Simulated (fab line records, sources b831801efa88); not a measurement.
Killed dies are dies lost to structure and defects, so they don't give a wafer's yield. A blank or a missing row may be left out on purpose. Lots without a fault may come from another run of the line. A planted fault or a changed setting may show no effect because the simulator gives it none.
Chamber matching | flow gf180mcu | GF_STI_CMP_25 on cmp-01: 4 sister chambers
The step polishes, stops on Si3N4, t overpolish 33 s, target thk 524.6 nm. 14 wafers are shown with their chamber, then 7 later ones without.

WAFERS WITH THEIR CHAMBER
wafer  | chamber | motor_current_A (A) | time_to_endpoint_s (s) | platen_rpm (rpm)
L107.2 | 1       | 13.9                | 124                    | 60.06
L107.3 | 2       | 13.8                | 128                    | 60.00
L107.5 | 1       | 13.7                | 125                    | 59.94
L108.1 | 1       | 13.3                | 123                    | 60.03
L108.3 | 2       | 14.0                | 125                    | 60.05
L108.6 | 0       | 12.6                | 127                    | 60.00
L111.4 | 2       | 13.7                | 126                    | 59.94
L111.5 | 3       | 12.7                | 118                    | 59.91
L111.6 | 0       | 12.4                | 121                    | 59.94
L113.1 | 1       | 13.2                | 121                    | 60.03
L113.3 | 0       | 11.7                | 127                    | 59.97
L113.5 | 0       | 11.8                | 125                    | 60.01
L116.1 | 0       | 11.3                | 123                    | 59.98
L116.5 | 2       | 14.5                | 123                    | 60.00

SIGNATURES (means of the wafers above)
reading            | chamber 0 | chamber 1 | chamber 2 | chamber 3 | scatter within a chamber
motor_current_A    | 11.960    | 13.525    | 14.000    | 12.700    | 0.429
time_to_endpoint_s | 124.60    | 123.25    | 125.50    | 118.00    | 2.21
platen_rpm         | 59.9800   | 60.0150   | 59.9975   | 59.9100   | 0.0414
Rule: a wafer's distance from a chamber is the root of the sum, over the readings, of the square of ((its reading less the chamber's mean) divided by the reading's scatter). The wafer belongs to the nearest chamber; if the next one is less than 2 further off, it can't be placed. The scatter: the root of (the sum of the squares of (reading less its chamber's mean) over the shown wafers, divided by (wafers less chambers)).

WAFERS WITHOUT THEIR CHAMBER
wafer  | motor_current_A (A) | time_to_endpoint_s (s) | platen_rpm (rpm)
L116.6 | 12.6                | 116                    | 59.97
L117.1 | 13.1                | 116                    | 60.00
L117.2 | 11.8                | 119                    | 59.98
L117.4 | 13.8                | 126                    | 59.95
L119.2 | 13.9                | 127                    | 60.02
L119.4 | 11.1                | 121                    | 60.06
L119.6 | 12.2                | 119                    | 60.06

WHICH CHAMBER EACH WENT THROUGH
wafer  | from the rows above          | in truth
L116.6 | 3                            | 3
L117.1 | can't be placed: 3 or 1      | 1
L117.2 | can't be placed: 0 or 3 or 1 | 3
L117.4 | can't be placed: 2 or 1      | 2
L119.2 | can't be placed: 2 or 1      | 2
L119.4 | 0                            | 0
L119.6 | can't be placed: 0 or 1 or 3 | 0
Placed correctly: 2 of 7. Can't be placed from these rows: 5 (the true chamber is among the candidates in 5). Placed wrongly: 0.
